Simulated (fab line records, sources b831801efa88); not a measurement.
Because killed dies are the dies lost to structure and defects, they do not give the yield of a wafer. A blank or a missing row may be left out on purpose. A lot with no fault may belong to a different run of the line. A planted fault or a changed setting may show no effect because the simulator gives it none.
Problem report, 8D (eight disciplines) form, completed by code | flow sky130 | the parts of the form that need people (team, actions taken, sign-off) are left out

1. THE ISSUE
RES_XHIGH_TW at SKY_RES_XHIGH_TW_MEAS_09 reads a mean of 30 on 3 wafers of 1 lot; wafers without a fault read 1647 with a standard deviation of 12. That is -99 or more standard deviations from the usual mean.
First seen on wafer L633.2, day 30 21:13, on film metro-02. The record has a number at this step for 39 wafers belonging to 13 lots. By rule, "out" or "out of limits" means more than 4 standard deviations away from the usual mean. All remaining wafers that have a number are taken as sound.

2. WHAT THIS IS AND IS NOT
question                    | is                     | is not
which readings at this step | RES_XHIGH_TW           | -
which lots                  | L633                   | L621, L622, L624, L625, L629, L630, L631, L632, L635, L642, L643, L644
which wafers of those lots  | all that have a number | -
read on which gauges        | film metro-02          | film metro-03, film metro-04
when                        | from day 30 21:13      | up to then (24 sound wafers); but 12 sound wafers of L635, L642, L643, L644 came after

3. SUSPECTS, AND WHAT RULES EACH OUT
Counting: a tool at a process step up to the reading stays a suspect if it ran every lot that is out and no sound lot after the first of them.
- ruled out: the gauge at SKY_RES_XHIGH_TW_MEAS_09. All the wafers that are out were read on film metro-02, but those of them that SKY_SD_P_STRIP_10 has rows for are out there too, on other tools.
- plasma asher-02 at SKY_LDD_HVP_STRIP_09 (strips in O2/N2): kept. It ran the lot that is out, L633 (day 26 00:02), and no sound lot after that; its last sound lot up to then is L631 (day 25 12:35).
- rie diel-03 at SKY_POLY_CUT_ETCH_10 (etches BARC in N2/H2, stops on SiO2, time 45.9 s, target depth 60 nm): ruled out as a lasting fault. Following L633 (day 28 13:03), the first lot on it that is out, the sound lots L635, L644 were run on it.
- plasma asher-02 at SKY_SD_P_STRIP_10 (strips in O2/N2): kept. It ran the lot that is out, L633 (day 29 16:57), and no sound lot after that; its last sound lot up to then is L629 (day 28 05:22). Out on those wafers are its own readings of oes product au.
- plasma asher-02 at SKY_RES_XHIGH_STRIP_08 (strips in O2/N2): ruled out as a lasting fault. Following L633 (day 30 21:06), the first lot on it that is out, the sound lots L642 were run on it.
Remaining after the count are plasma asher-02 at SKY_LDD_HVP_STRIP_09 and plasma asher-02 at SKY_SD_P_STRIP_10.

4. THE CAUSE (what the simulator had put in)
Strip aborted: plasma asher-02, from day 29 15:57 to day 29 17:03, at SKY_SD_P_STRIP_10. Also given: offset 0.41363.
Counting leaves 2 suspects; this tool is one of them.

5. SEQUENCE OF EFFECTS, ordered by route
One row per reading whose mean, taken over the struck wafers that have a number, lies over 3 standard deviations from the usual. Only readings for which the record gives a usual standard deviation are gone through. hours: the time from each lot's start at the first step in this table that gives one to its start at this step, as a median over the lots. sigmas: the change in usual standard deviations.
hours | step                     | reading                  | usual      | on struck wafers | change | sigmas
0     | SKY_SD_P_STRIP_10        | oes product au           | 0.618 a.u. | 0.790            | +0.172 | +37
28    | SKY_RES_XHIGH_STRIP_08   | strip time to endpoint s | 14.26 s    | 16.33            | +2.07  | +55
28    | SKY_RES_XHIGH_TW_MEAS_09 | RES_XHIGH_TW             | 1647       | 30               | -1617  | -99 or more
Here are the process steps it includes:
- SKY_SD_P_STRIP_10: strips in O2/N2.
- SKY_RES_XHIGH_STRIP_08: strips in O2/N2.
Readings that are blank on the struck wafers while sound wafers have them: strip time to endpoint s at SKY_SD_P_STRIP_10.

6. WHAT WOULD HAVE CAUGHT IT SOONER
The first out-of-limits reading at a measuring or inspecting step in this record came at day 30 21:13, 29 hours after the fault's start at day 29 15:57.
The tool's own readings at SKY_SD_P_STRIP_10 were out on every struck wafer that the step has a row for (oes product au): an alarm limit on them would have fired on the first of those.
By day 30 21:13, every lot that is out (1) had started SKY_SD_P_STRIP_10 on plasma asher-02. None of them would have been spared by holding the tool at that moment.
